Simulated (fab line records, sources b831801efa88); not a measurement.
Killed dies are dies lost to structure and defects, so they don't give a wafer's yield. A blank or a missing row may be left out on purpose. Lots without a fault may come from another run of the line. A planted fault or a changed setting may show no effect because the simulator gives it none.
Chamber matching | flow gf180mcu | GF_V1_ETCH_16 on rie_diel-01: 4 sister chambers
The step etches BARC in N2/H2. 4 wafers are shown with their chamber, then 7 later ones without.

WAFERS WITH THEIR CHAMBER
wafer  | chamber | oes_product_au (a.u.)
L911.3 | 1       | 0.852
L913.2 | 0       | 0.854
L921.4 | 3       | 0.863
L921.5 | 2       | 0.851

WAFERS WITHOUT THEIR CHAMBER
wafer  | oes_product_au (a.u.)
L921.6 | 0.856
L922.2 | 0.852
L922.4 | 0.853
L922.5 | 0.849
L932.1 | 0.858
L932.3 | 0.856
L932.6 | 0.850

WHICH CHAMBER EACH WENT THROUGH
wafer  | from the rows above               | in truth
L921.6 | can't be placed: 0 or 1 or 2      | 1
L922.2 | can't be placed: 1 or 2 or 0      | 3
L922.4 | can't be placed: 0 or 1 or 2      | 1
L922.5 | can't be placed: 2 or 1 or 0      | 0
L932.1 | can't be placed: 0 or 3 or 1 or 2 | 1
L932.3 | can't be placed: 0 or 1 or 2      | 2
L932.6 | can't be placed: 2 or 1 or 0      | 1
Placed correctly: 0 of 7. Can't be placed from these rows: 7 (the true chamber is among the candidates in 6). Placed wrongly: 0.
How it was worked out, from the rows above alone: a wafer's distance from a chamber is the root of the sum, over the readings, of the square of ((its reading less the chamber's mean) divided by the reading's scatter). The wafer belongs to the nearest chamber; if the next one is less than 2 further off, it can't be placed. A chamber's mean is the mean of its shown wafers. The scatter: with one shown wafer a chamber, the root of the mean of the squares of how far each hidden wafer lies from its nearest shown one.
